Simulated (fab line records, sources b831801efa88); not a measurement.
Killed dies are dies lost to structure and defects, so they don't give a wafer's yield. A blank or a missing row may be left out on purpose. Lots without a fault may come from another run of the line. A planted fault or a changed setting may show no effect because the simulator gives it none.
Which tool did it? | flow sky130 | 10 lots, 30 wafers sampled, at 6 steps of a route of 708

WHAT THE GAUGES READ, wafer by wafer
SKY_METAL1_OVL_MEAS_16.
lot  | measured     | on         | METAL1_OVL (nm)
L566 | day 32 09:59 | overlay-01 | -3 -5 -7
L571 | day 34 17:38 | overlay-01 | -1 4 1
L570 | day 34 18:56 | overlay-01 | 1 2 1
L572 | day 35 00:17 | overlay-02 | 2 6 7
L580 | day 37 05:47 | overlay-01 | -6 -7 -1
L581 | day 37 16:26 | overlay-01 | 7 4 3
L583 | day 38 11:42 | overlay-01 | 10 4 2
L586 | day 39 15:39 | overlay-02 | 2 10 11
L587 | day 39 16:53 | overlay-02 | 2 5 8
L588 | day 39 23:06 | overlay-02 | -2 7 2

SKY_METAL2_RS_MEAS_05: measures by four-point-probe.
lot  | measured     | on            | METAL2_ALCU_RS (ohm/sq)
L566 | day 33 15:25 | film_metro-01 | 0.1253 0.1252 0.1251
L571 | day 35 23:02 | film_metro-01 | 8.7737 8.8196 8.7458
L570 | day 35 23:41 | film_metro-02 | 8.6230 8.6345 8.6474
L572 | day 36 05:46 | film_metro-02 | 8.6905 8.7849 8.8629
L580 | day 38 10:13 | film_metro-04 | 0.1292 0.1268 0.1248
L581 | day 38 19:22 | film_metro-01 | 0.1264 0.1241 0.1264
L583 | day 39 14:32 | film_metro-01 | 0.1272 0.1262 0.1272
L586 | day 40 19:49 | film_metro-02 | 0.1255 0.1285 0.1302
L587 | day 40 20:49 | film_metro-02 | 0.1312 0.1276 0.1288
L588 | day 41 03:08 | film_metro-04 | 0.1272 0.1273 0.1273

SKY_METAL2_THK_MEAS_06: measures by xrf.
lot  | measured     | on            | METAL2_ALCU_THK (nm)
L566 | day 33 15:31 | film_metro-01 | 256 254 256
L571 | day 35 23:08 | film_metro-01 | <1 <1 <1
L570 | day 35 23:47 | film_metro-02 | <0 <0 <0
L572 | day 36 05:53 | film_metro-02 | <0 <0 <0
L580 | day 38 10:19 | film_metro-04 | 244 249 254
L581 | day 38 19:29 | film_metro-01 | 254 255 252
L583 | day 39 14:39 | film_metro-01 | 251 250 251
L586 | day 40 19:56 | film_metro-02 | 254 250 246
L587 | day 40 20:56 | film_metro-02 | 246 251 249
L588 | day 41 03:14 | film_metro-04 | 252 250 250

WHICH TOOL RAN EACH LOT (tool, then ch and the chambers of the sampled wafers, then the start)
lot  | SKY_METAL1_METAL_ETCH_19          | SKY_VIA1_CVD_21               | SKY_METAL2_SPUTTER_02
L566 | rie_metal-03 ch 0,1, day 32 10:07 | cvd_w-01 ch 1, day 33 14:41   | pvd_sputter-03, day 33 15:18
L571 | rie_metal-02 ch 0,1, day 34 17:46 | cvd_w-02 ch 0,1, day 35 22:16 | pvd_sputter-04, day 35 22:53
L570 | rie_metal-03 ch 0,1, day 34 19:05 | cvd_w-01 ch 0,1, day 35 22:57 | pvd_sputter-02, day 35 23:33
L572 | rie_metal-03 ch 0,1, day 35 00:25 | cvd_w-01 ch 0,1, day 36 05:02 | pvd_sputter-04, day 36 05:40
L580 | rie_metal-03 ch 0,1, day 37 05:55 | cvd_w-01 ch 0,1, day 38 09:29 | pvd_sputter-02, day 38 10:06
L581 | rie_metal-03 ch 0,1, day 37 16:34 | cvd_w-02 ch 0,1, day 38 18:39 | pvd_sputter-04, day 38 19:16
L583 | rie_metal-02 ch 0,1, day 38 11:49 | cvd_w-02 ch 0,1, day 39 13:49 | pvd_sputter-03, day 39 14:26
L586 | rie_metal-01 ch 0,1, day 39 15:46 | cvd_w-02 ch 0,1, day 40 19:05 | pvd_sputter-04, day 40 19:42
L587 | rie_metal-01 ch 0, day 39 17:01   | cvd_w-02 ch 0,1, day 40 20:06 | pvd_sputter-02, day 40 20:43
L588 | rie_metal-03 ch 0, day 39 23:21   | cvd_w-02 ch 0,1, day 41 02:24 | pvd_sputter-04, day 41 03:01
- SKY_METAL1_METAL_ETCH_19: etches the open film in Cl2/BCl3, stops on SiO2, target depth 360 nm, time 78 s.
- SKY_VIA1_CVD_21: deposits W, target thk 270 nm, time 80.902 s.
- SKY_METAL2_SPUTTER_02: material AlCu, target thk 250 nm, time 13.3 s.

WHAT THE TOOLS THEMSELVES READ (means of the sampled wafers that have a number; where no wafer has one, the mark that the record gives instead)
SKY_METAL1_METAL_ETCH_19.
lot  | tool         | drypump_motor_current_A (A) | mfc_cl2_sccm (sccm) | oes_product_au (a.u.) | rf_fwd_power_W (W) | throttle_valve_pct (%)
L566 | rie_metal-03 | 5.63                        | 60.03               | 0.853                 | 891                | 22.262
L571 | rie_metal-02 | 5.82                        | 60.09               | 0.849                 | 895                | 22.264
L570 | rie_metal-03 | 5.52                        | 59.74               | 0.853                 | 893                | 22.270
L572 | rie_metal-03 | 5.52                        | 60.06               | 0.855                 | 890                | 22.263
L580 | rie_metal-03 | 5.52                        | 60.01               | 0.850                 | 893                | 22.263
L581 | rie_metal-03 | 5.52                        | 59.83               | 0.864                 | 894                | 22.262
L583 | rie_metal-02 | 5.85                        | 59.71               | 0.860                 | 895                | 22.261
L586 | rie_metal-01 | 5.70                        | 59.99               | 0.851                 | 889                | 22.261
L587 | rie_metal-01 | 5.68                        | 60.14               | 0.849                 | 892                | 22.264
L588 | rie_metal-03 | 5.38                        | 59.98               | 0.864                 | 886                | 22.266

SKY_VIA1_CVD_21.
lot  | tool     | heater_power_outer_w (W) | heater_power_w (W) | susceptor_temp_C (C)
L566 | cvd_w-01 | 553                      | 841                | 399.92
L571 | cvd_w-02 | 453                      | 759                | 400.07
L570 | cvd_w-01 | 623                      | 1005               | 400.15
L572 | cvd_w-01 | 590                      | 925                | 400.01
L580 | cvd_w-01 | 593                      | 928                | 400.08
L581 | cvd_w-02 | 477                      | 801                | 399.99
L583 | cvd_w-02 | 480                      | 810                | 399.95
L586 | cvd_w-02 | 455                      | 769                | 400.34
L587 | cvd_w-02 | 453                      | 773                | 400.04
L588 | cvd_w-02 | 477                      | 802                | 400.22

SKY_METAL2_SPUTTER_02.
lot  | tool           | cathode_dc_power_W (W) | chamber_pressure_pa (Pa) | throttle_valve_pct (%)
L566 | pvd_sputter-03 | 10601                  | 0.4002                   | 28.3
L571 | pvd_sputter-04 | -                      | -                        | -
L570 | pvd_sputter-02 | -                      | -                        | -
L572 | pvd_sputter-04 | -                      | -                        | -
L580 | pvd_sputter-02 | 10601                  | 0.3995                   | 30.3
L581 | pvd_sputter-04 | 10600                  | 0.4000                   | 29.5
L583 | pvd_sputter-03 | 10600                  | 0.4002                   | 29.0
L586 | pvd_sputter-04 | 10602                  | 0.3998                   | 29.5
L587 | pvd_sputter-02 | 10600                  | 0.4004                   | 30.5
L588 | pvd_sputter-04 | 10600                  | 0.4001                   | 29.5

THE ANSWER, worked out from the rows above alone
Rule: what is usual is taken from the lots themselves. Put in order of their means at a reading, lots are off if they are a third of the lots or fewer, leave a main group of 4 or more, and stand apart from it by a gap of 3 or more times the standard deviation of the main group's means; of several such gaps the widest counts. A main group whose means are all the same, to the digits that the tables above print for the reading, isn't used. A lot without any number at a reading at which 4 lots or more have one is off too. The other lots that the step has rows for count as sound. The gauges are gone through in route order, then the tools' own readings, and for those a lot's mean is taken as printed above. The first step at which some lot is off is used, and at that step the reading that is off furthest; a lot without a number counts as furthest.
Off: L571, L570, L572, at SKY_METAL2_RS_MEAS_05 (METAL2_ALCU_RS). The main group: mean 0.1270 ohm/sq, standard deviation 0.0013.
A tool fits if, at a process step before that reading, it ran every lot that is off, and no sound lot after the first of them. The gauges at SKY_METAL2_RS_MEAS_05 aren't tried: what is off there is off at SKY_METAL2_SPUTTER_02 too, on other tools, and a gauge's error can't cause that. None of those tried fits.

WHAT THE SIMULATOR HAD PUT IN
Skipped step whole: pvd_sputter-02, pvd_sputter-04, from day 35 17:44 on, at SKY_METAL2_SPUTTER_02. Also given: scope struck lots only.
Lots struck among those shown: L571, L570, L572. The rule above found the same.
